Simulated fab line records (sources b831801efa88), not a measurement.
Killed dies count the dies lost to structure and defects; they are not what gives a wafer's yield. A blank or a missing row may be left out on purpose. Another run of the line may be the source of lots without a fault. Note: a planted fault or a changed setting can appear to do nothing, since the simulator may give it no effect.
Problem report in the 8D (eight disciplines) form, filled by code + flow gf180mcu + the parts of the form that need people (team, actions taken, sign-off) are left out

## 1. THE PROBLEM
Mean PSD_RS at GF_PSD_RS_MEAS_15: 114.59 ohm/sq over 6 wafers in 2 lots; fault-free wafers: 108.53 ohm/sq, standard deviation 0.29. Measured from the usual mean, that is +21 standard deviations.
The step: measures by four-point-probe.
The first sign was on wafer L651.3 at day 20 00:22, on filmMetro-02. The record has a number at this step for 36 wafers belonging to 12 lots. By rule, "out" or "out of limits" means more than 4 standard deviations away from the usual mean. The other wafers with a number count as sound.

## 2. WHAT THIS IS AND IS NOT
| question                    | is                     | is not                                                                          |
|-----------------------------|------------------------|---------------------------------------------------------------------------------|
| which readings at this step | PSD_RS                 | -                                                                               |
| which lots                  | L651, L652             | L636, L638, L639, L641, L642, L643, L647, L655, L656, L658                      |
| which wafers of those lots  | all that have a number | -                                                                               |
| read on which gauges        | filmMetro-02           | filmMetro-01, filmMetro-03                                                      |
| when                        | from day 20 00:22      | up to then (21 sound wafers); but 9 sound wafers of L655, L656, L658 came after |

## 3. SUSPECTS, AND WHAT RULES EACH OUT
Counting: a tool at any process step up to the reading remains a suspect when it ran all the lots that are out and ran no sound lot after the first of those.
- the gauge at GF_PSD_RS_MEAS_15: ruled out. All the wafers that are out were read on filmMetro-02, but those of them that GF_PSD_IMPLANT_09 has rows for are out there too, on other tools.
- implanter-01 at GF_PSD_IMPLANT_09: kept. All lots that are out passed through it, beginning with L651 at day 19 23:49, and no sound lot followed; its final sound lot before that point was L641 at day 15 17:14. On those wafers its own readings are out: beamEnergyKeV.
- plasmaAsher-01 at GF_PSD_STRIP_10 (strips in O2/N2): ruled out as a lasting fault. Following L651 (day 19 23:57), the first lot on it that is out, the sound lots L656 were run on it.
The count leaves implanter-01 at GF_PSD_IMPLANT_09.

## 4. THE CAUSE (what the simulator had put in)
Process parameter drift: implanter-01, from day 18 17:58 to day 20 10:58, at GF_PSD_IMPLANT_09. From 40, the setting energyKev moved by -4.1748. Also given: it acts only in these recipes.
This tool alone remained once counting was done.

## 5. SEQUENCE OF EFFECTS, ordered by route
One row per reading whose mean, taken over the struck wafers that have a number, lies over 3 standard deviations from the usual. Only readings whose record carries a usual standard deviation are examined. hours: median over the lots of the time between each lot's start at the first step of this table that gives one and its start at this step. sigmas: the change, counted in usual standard deviations.
| hours | step              | reading              | usual         | on struck wafers | change | sigmas      |
|-------|-------------------|----------------------|---------------|------------------|--------|-------------|
| 0     | GF_PSD_IMPLANT_09 | beamEnergyKeV        | 40.000        | 35.834           | -4.166 | -99 or more |
| 0     | GF_PSD_STRIP_10   | stripTimeToEndpointS | 16.52 s       | 16.08            | -0.44  | -13         |
| 1     | GF_PSD_RS_MEAS_15 | PSD_RS               | 108.53 ohm/sq | 114.59           | +6.06  | +21         |
Its process steps:
- GF_PSD_IMPLANT_09
- GF_PSD_STRIP_10: strips in O2/N2.
Later measuring or inspecting steps at which every struck wafer that the step has a row for has a number for every such reading, and none has moved that far: GF_CONTACT_BOW_MEAS_05.

## 6. WHAT WOULD HAVE CAUGHT IT SOONER
30 hours passed between the start of the fault at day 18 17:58 and the first reading out of limits at a measuring or inspecting step in this record, taken at day 20 00:22.
Tool's own readings at GF_PSD_IMPLANT_09, beamEnergyKeV: out on all struck wafers the step has rows for; an alarm limit on them would have tripped on the first.
Lots out: 2; of these, L652 started GF_PSD_IMPLANT_09 on implanter-01 after day 20 00:22. Had the tool been put on hold then, it would have been spared.
